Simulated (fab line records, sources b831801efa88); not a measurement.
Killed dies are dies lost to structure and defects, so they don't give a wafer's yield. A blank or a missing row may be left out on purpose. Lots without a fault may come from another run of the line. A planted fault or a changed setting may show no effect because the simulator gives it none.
Which tool did it? | flow gf180mcu | 7 lots, 21 wafers sampled, at 1 step of a route of 602

WHAT THE GAUGES READ, wafer by wafer
GF_HV_LDD_OVL_MEAS_08.
lot  | measured     | on         | HV_LDD_OVL (nm)
L776 | day 10 16:04 | overlay-02 | -1.7 -0.4 -0.9
L778 | day 11 11:02 | overlay-02 | -0.3 -1.3 -1.7
L780 | day 12 07:07 | overlay-02 | -3.8 -2.2 -1.7
L783 | day 13 05:54 | overlay-02 | -1.5 -2.3 -1.2
L787 | day 13 23:07 | overlay-02 | -1.1 -0.8 -1.2
L795 | day 16 11:19 | overlay-01 | 1.3 -0.7 -0.8
L797 | day 17 05:08 | overlay-01 | -0.7 -0.3 -1.6

WHICH TOOL RAN EACH LOT (tool, then ch and the chambers of the sampled wafers, then the start)
The record holds no process step before these readings.

THE ANSWER, worked out from the rows above alone
Rule: what is usual is taken from the lots themselves. Put in order of their means at a reading, lots are off if they are a third of the lots or fewer, leave a main group of 4 or more, and stand apart from it by a gap of 3 or more times the standard deviation of the main group's means; of several such gaps the widest counts. A main group whose means are all the same, to the digits that the tables above print for the reading, isn't used. A lot without any number at a reading at which 4 lots or more have one is off too. The other lots that the step has rows for count as sound.
No lot is off at any reading shown: from this, nothing can be told.

WHAT THE SIMULATOR HAD PUT IN
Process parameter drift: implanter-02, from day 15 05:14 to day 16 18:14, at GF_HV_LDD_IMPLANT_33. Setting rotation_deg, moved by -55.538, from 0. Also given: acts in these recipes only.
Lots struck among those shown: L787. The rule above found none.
